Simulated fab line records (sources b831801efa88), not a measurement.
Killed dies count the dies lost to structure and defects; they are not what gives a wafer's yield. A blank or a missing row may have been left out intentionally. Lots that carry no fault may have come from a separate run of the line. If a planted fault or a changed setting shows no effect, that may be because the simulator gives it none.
8D (eight disciplines) problem report, filled in by code + flow sfq line + the parts of the form that need people (team, actions taken, sign-off) are left out

## 1. WHAT IS WRONG
Mean of rf fwd power W at SFQ_TRILAYER_A5C_DEP_PECVD_142: 208.9 W across 6 wafers in 2 lots; on wafers with no fault it is 180.2 W (standard deviation 1.2). Measured from the usual mean, that is +24 standard deviations.
The step: deposits SiO2 from SiH4/N2O, time 15.556 s, target thk 70 nm.
The first sign was on wafer L906.1 at day 63 12:04, on pecvd-02. The record holds 42 wafers of 14 lots with a number at this step. Rule for "out", or "out of limits": more than 4 standard deviations from the usual mean. All remaining wafers that have a number are taken as sound.

## 2. WHAT IT IS; WHAT IT IS NOT
| question                    | is                     | is not                                                                                 |
|-----------------------------|------------------------|----------------------------------------------------------------------------------------|
| which readings at this step | rf fwd power W         | throttle valve pct                                                                     |
| which lots                  | L906, L907             | L892, L893, L894, L895, L896, L897, L902, L905, L910, L911, L913, L915                 |
| which wafers of those lots  | all that have a number | -                                                                                      |
| read on which tools         | pecvd-02               | pecvd-01, pecvd-03                                                                     |
| when                        | from day 63 12:04      | up to then (24 sound wafers); but 12 sound wafers of L910, L911, L913, L915 came after |

## 3. THE SUSPECTS, EACH WITH WHAT RULES IT OUT
Counting: any tool at a process step up to the reading is kept as a suspect provided that every lot that is out went through it and no sound lot did after the first of them.
- pecvd-02 at SFQ_TRILAYER_A5C_DEP_PECVD_142 (deposits SiO2 from SiH4/N2O, time 15.556 s, target thk 70 nm): kept. It ran every lot that is out, first L906 (day 63 12:04), and no sound lot after that; its last sound lot up to then is L905 (day 63 03:08). Out on those wafers are its own readings of rf fwd power W.
The count leaves pecvd-02 at SFQ_TRILAYER_A5C_DEP_PECVD_142.

## 4. THE CAUSE (what the simulator had put in)
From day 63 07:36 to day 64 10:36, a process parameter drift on pecvd-02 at SFQ_TRILAYER_A5C_DEP_PECVD_142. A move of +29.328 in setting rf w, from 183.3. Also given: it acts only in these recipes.
This tool alone remained once counting was done.

## 5. THE CHAIN OF EFFECTS, in route order
One row per reading whose mean, taken over the struck wafers that have a number, lies over 3 standard deviations from the usual. Only readings whose record carries a usual standard deviation are examined. hours: median over the lots of the time between each lot's start at the first step of this table that gives one and its start at this step. sigmas: the change, counted in usual standard deviations.
| hours | step                           | reading        | usual   | on struck wafers | change | sigmas |
|-------|--------------------------------|----------------|---------|------------------|--------|--------|
| 0     | SFQ_TRILAYER_A5C_DEP_PECVD_142 | rf fwd power W | 180.2 W | 208.9            | +28.7  | +24    |
It contains these process steps:
- SFQ_TRILAYER_A5C_DEP_PECVD_142: deposits SiO2 from SiH4/N2O, time 15.556 s, target thk 70 nm.

## 6. HOW IT WOULD HAVE BEEN CAUGHT EARLIER
4 hours passed between the start of the fault at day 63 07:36 and the first reading out of limits in this record, taken at day 63 12:04.
